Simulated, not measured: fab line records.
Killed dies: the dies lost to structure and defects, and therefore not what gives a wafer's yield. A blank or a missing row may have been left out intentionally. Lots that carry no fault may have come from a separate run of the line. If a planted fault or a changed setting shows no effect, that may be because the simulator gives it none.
A lot that was struck, set against a sound lot	flow sky130	37 steps out of a route of 708
Sound: the wafers L580.1, L580.3, L580.4. Wafers struck: L577.1, L577.4, L577.6. Last of all comes the cause.
At each step with rows: each side's tool, then ch and its chambers, then its first start. Under that, the readings that differ: sound wafers	struck wafers	difference of the means	sigmas: that difference in standard deviations of wafers without a fault.
alike: words and numbers the same on both sides, and readings whose means are apart by under 2 such deviations; not compared: readings that were withheld, readings missing a value for some wafer, numbers with overlapping values and no deviation given by the record, and bounds like >300 which may hide the same value.
Wherever a step has rows on one side only, a row that says differs or no value, or a row with sigmas, the two part there. Numbers that have no deviation but don't overlap get no sigmas and don't part them. A reading missing from all wafers of one side parts the sides only when that side holds two or more wafers.

first, 10 steps without rows for these wafers: SKY_VIA2_CLEAN_18 (cleans in IPA, time 180 s); SKY_VIA2_CLEAN_19 (cleans in O3/DIW); SKY_VIA2_SPUTTER_20 (material TiN, target thk 20 nm, time 80 s); SKY_VIA2_CVD_21 (deposits W, target thk 420 nm, time 126.4 s); SKY_VIA2_CMP_24 (polishes, stops on SiO2, t overpolish 20 s, target thk 0 nm); SKY_METAL3_SPUTTER_00 (material Ti, target thk 15 nm, time 10 s); SKY_METAL3_SPUTTER_01 (material TiN, target thk 20 nm, time 16.7 s); SKY_METAL3_SPUTTER_02 (material AlCu, target thk 735 nm, time 39.1 s); SKY_METAL3_SPUTTER_03 (material Ti, target thk 5 nm, time 3.3 s); SKY_METAL3_SPUTTER_04 (material TiN, target thk 70 nm, time 58.3 s).
SKY_CAPM_CVD_00: deposits SiO2, target thk 15.5 nm.
  sound on pecvd-02 ch 0,1, day 43 17:28; struck on pecvd-03 ch 0, day 42 21:37
  alike: heaterPowerW
SKY_CAPM_THK_MEAS_01:
  sound on filmMetro-01 at day 43 17:31; struck on filmMetro-04 at day 42 21:40
reading	sound	struck	difference	sigmas
CAPM_CVD_00_THK (nm)	15.32 15.62 15.61	13.19 13.66 13.49	-2.07	-9
then, 23 steps without rows for these wafers: SKY_CAPM_SPUTTER_02 (material TiN, target thk 200 nm, time 166.7 s); SKY_CAPM_DEHYDRATE_05 (time 60 s); SKY_CAPM_HMDS_06 (prime time 60 s); SKY_CAPM_COAT_07 (resist thk 1140 nm); SKY_CAPM_SOFTBAKE_08 (time 60 s); SKY_CAPM_EXPOSE_09 (exposes mask CAPM, target cd 1000 nm); SKY_CAPM_PEB_10; SKY_CAPM_DEVELOP_11 (develop time 60 s); SKY_CAPM_METAL_ETCH_13 (etches TiN in Cl2/BCl3, stops on SiO2, target depth 220 nm, time 62.9 s); SKY_CAPM_STRIP_14 (strips in O2/N2); SKY_CAPM_STRIP_15 (strips in post etch residue remover, time 1200 s); SKY_CAPM_CLEAN_16 (cleans in IPA, time 180 s); SKY_CAPM_CLEAN_17 (cleans in O3/DIW); SKY_METAL3_DEHYDRATE_05 (time 60 s); SKY_METAL3_HMDS_06 (prime time 60 s); SKY_METAL3_COAT_07 (resist thk 60 nm); SKY_METAL3_COAT_08 (resist thk 1140 nm); SKY_METAL3_SOFTBAKE_09 (time 90 s); SKY_METAL3_EXPOSE_10 (exposes mask MM3, target cd 300 nm); SKY_METAL3_PEB_11; SKY_METAL3_DEVELOP_12 (develop time 60 s); SKY_METAL3_DESCUM_15 (chemistry O2, time 8 s); SKY_METAL3_ETCH_16 (etches BARC in N2/H2, stops on SiO2, time 88.2 s, target depth 60 nm).
-- the record jumps here: 2 days lie between the struck wafers' starts before and after --
SKY_METAL3_ETCH_17: etches SiO2 in C4F8/O2/Ar, stops on TiN, time 3.9 s, target depth 15 nm.
  sound on rieDiel-02 ch 1,2,3, day 45 15:41; struck on rieDiel-04 ch 0,1,2, day 44 21:43
reading	sound	struck	difference	sigmas
oesProductAu (a.u.)	0.754 0.757 0.757	0.693 0.715 0.702	-0.053	-7
  alike: chamberPressureMTorr
  not compared: rfHoursCounterH
-- the record jumps here: 6 days lie between the struck wafers' starts before and after (it left off in module METAL3 and takes up again in module PAD_OPEN, whose first step shown is number 708 of the route) --
SKY_PAD_OPEN_PROBE_99:
  sound on prober-02 at day 51 15:01; struck on prober-01 at day 51 01:09
reading	sound	struck	difference	sigmas
model.etest.tester.sortNPass	399 419 406	365 366 349	-48	
model.etest.tester.sortYieldPct (%)	81.1 85.16 82.52	74.19 74.39 70.94	-9.75	
model.etest.tester.sort_bin_5_pct (%)	10.77 7.927 10.98	20.73 18.29 20.93	+10.09	
model.etest.capMim.cFfUm2RimLessCentre	-0.04088 -0.03065 0.03487	0.8134 0.7545 0.8081	+0.8042	
model.etest.tester.sort_bin_8_pct (%)	0 0 0	3.305e-08 6.454e-08 6.793e-06	+2.297e-06	
  alike: defectLimitedYield, killed_at_M0_to_M3, killed_at_M4_up, killedAtContacts, killedAtFrontEnd, killedAtOther, killedDies, killedOpen, killedShort, model.etest.tester.sort_bin_4_pct

WHERE THEY PART
Earliest at SKY_CAPM_THK_MEAS_01; latest, in this record, at SKY_METAL3_ETCH_17. Later steps at which nothing parts them and some readings are alike: SKY_PAD_OPEN_PROBE_99.

WHY: whatever the simulator had introduced
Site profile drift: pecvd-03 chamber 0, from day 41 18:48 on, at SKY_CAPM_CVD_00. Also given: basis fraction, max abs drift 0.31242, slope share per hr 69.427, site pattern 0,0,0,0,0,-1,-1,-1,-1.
